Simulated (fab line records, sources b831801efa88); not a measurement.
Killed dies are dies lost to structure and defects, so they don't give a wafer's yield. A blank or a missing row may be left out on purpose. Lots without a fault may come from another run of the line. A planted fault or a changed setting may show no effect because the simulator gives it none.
Which tool did it? | flow gf180mcu | 13 lots, 39 wafers sampled, at 3 steps of a route of 602

WHAT THE GAUGES READ, wafer by wafer
GF_LVPWELL_OVL_MEAS_07. Usual: LVPWELL_OVL -0.7 nm, standard deviation 1.4.
lot  | measured    | on         | LVPWELL_OVL (nm) | flag
L127 | day 3 21:20 | overlay-01 | -0.9 -2.2 -0.9   |
L128 | day 4 01:26 | overlay-01 | -0.1 -1.9 -1.3   |
L130 | day 4 16:02 | overlay-02 | -2.3 -2.8 -1.5   |
L131 | day 4 19:35 | overlay-02 | -0.9 -1.8 -0.8   |
L132 | day 5 02:53 | overlay-01 | 2.2 0.8 0.7      |
L138 | day 6 12:54 | overlay-02 | -1.6 -0.6 -1.3   |
L140 | day 6 22:47 | overlay-01 | -1.5 -1.7 -3.1   |
L141 | day 7 06:11 | overlay-01 | -1.0 -0.9 -1.4   |
L143 | day 7 14:53 | overlay-01 | 2.0 0.1 0.6      |
L145 | day 8 01:32 | overlay-01 | 0.5 0.2 0.9      |
L146 | day 8 07:38 | overlay-02 | 0.9 0.4 1.0      |
L147 | day 8 14:58 | overlay-02 | -3.8 -3.6 -2.4   |
L148 | day 8 20:35 | overlay-02 | -1.2 0.2 -0.7    |

GF_MVSD_OVL_MEAS_07. Usual: MVSD_OVL 0.6 nm, standard deviation 1.2.
lot  | measured    | on         | MVSD_OVL (nm) | flag
L127 | day 4 11:41 | overlay-02 | 0.3 0.9 1.2   |
L128 | day 4 15:25 | overlay-02 | 1.8 1.5 1.7   |
L130 | day 5 06:32 | overlay-02 | 0.6 -0.6 -0.4 |
L131 | day 5 10:16 | overlay-01 | 0.4 0.7 0.5   |
L132 | day 5 17:50 | overlay-01 | 1.9 1.8 0.7   |
L138 | day 7 05:31 | overlay-02 | 0.1 1.9 0.1   |
L140 | day 7 14:59 | overlay-02 | 0.9 1.0 0.5   |
L141 | day 7 22:04 | overlay-01 | 2.7 2.3 1.3   |
L143 | day 8 07:47 | overlay-02 | 0.7 0.7 0.4   |
L145 | day 8 18:19 | overlay-02 | -2.1 1.3 2.2  |
L146 | day 9 01:17 | overlay-02 | 0.0 0.7 1.4   |
L147 | day 9 08:05 | overlay-02 | 2.9 1.5 0.4   |
L148 | day 9 13:56 | overlay-01 | 1.2 0.7 1.9   |

WHICH TOOL RAN EACH LOT (tool, then ch and the chambers of the sampled wafers, then the start)
lot  | GF_DNWELL_EXPOSE_04
L127 | iline_stepper-01 ch 0, day 2 12:22
L128 | iline_stepper-01 ch 0, day 2 16:58
L130 | iline_stepper-02 ch 0, day 3 07:29
L131 | iline_stepper-02 ch 0, day 3 09:14
L132 | iline_stepper-01 ch 0, day 3 16:28
L138 | iline_stepper-01 ch 0, day 5 00:02
L140 | iline_stepper-01 ch 0, day 5 09:17
L141 | iline_stepper-02 ch 0, day 5 15:34
L143 | iline_stepper-01 ch 0, day 6 00:20
L145 | iline_stepper-02 ch 0, day 6 09:56
L146 | iline_stepper-01 ch 0, day 6 16:05
L147 | iline_stepper-01 ch 0, day 6 21:56
L148 | iline_stepper-01 ch 0, day 7 03:23
- GF_DNWELL_EXPOSE_04: exposes mask DNWELL, target cd 1700 nm.

WHAT THE TOOLS THEMSELVES READ (means of the sampled wafers that have a number; where no wafer has one, the mark that the record gives instead)
GF_DNWELL_EXPOSE_04. Usual: focus_offset_nm 0.1 nm, standard deviation 0.57.
lot  | tool             | focus_offset_nm (nm) | flag
L127 | iline_stepper-01 | -0.3                 |
L128 | iline_stepper-01 | -0.3                 |
L130 | iline_stepper-02 | 0.4                  |
L131 | iline_stepper-02 | 0.0                  |
L132 | iline_stepper-01 | 0.2                  |
L138 | iline_stepper-01 | 0.2                  |
L140 | iline_stepper-01 | -0.6                 |
L141 | iline_stepper-02 | 0.5                  |
L143 | iline_stepper-01 | -0.4                 |
L145 | iline_stepper-02 | 0.5                  |
L146 | iline_stepper-01 | 0.4                  |
L147 | iline_stepper-01 | 0.0                  |
L148 | iline_stepper-01 | -0.7                 |

THE ANSWER, worked out from the rows above alone
Rule: a lot is off if the mean of its wafers that have a number lies more than 3 standard deviations from the usual mean. A lot without any number at a reading at which 4 lots or more have one is off too. The other lots that the step has rows for count as sound. The gauges are gone through in route order, then the tools' own readings, and for those a lot's mean is taken as printed above. The first step at which some lot is off is used, and at that step the reading that is off furthest; a lot without a number counts as furthest.
No lot is off at any reading shown: from this, nothing can be told.

WHAT THE SIMULATOR HAD PUT IN
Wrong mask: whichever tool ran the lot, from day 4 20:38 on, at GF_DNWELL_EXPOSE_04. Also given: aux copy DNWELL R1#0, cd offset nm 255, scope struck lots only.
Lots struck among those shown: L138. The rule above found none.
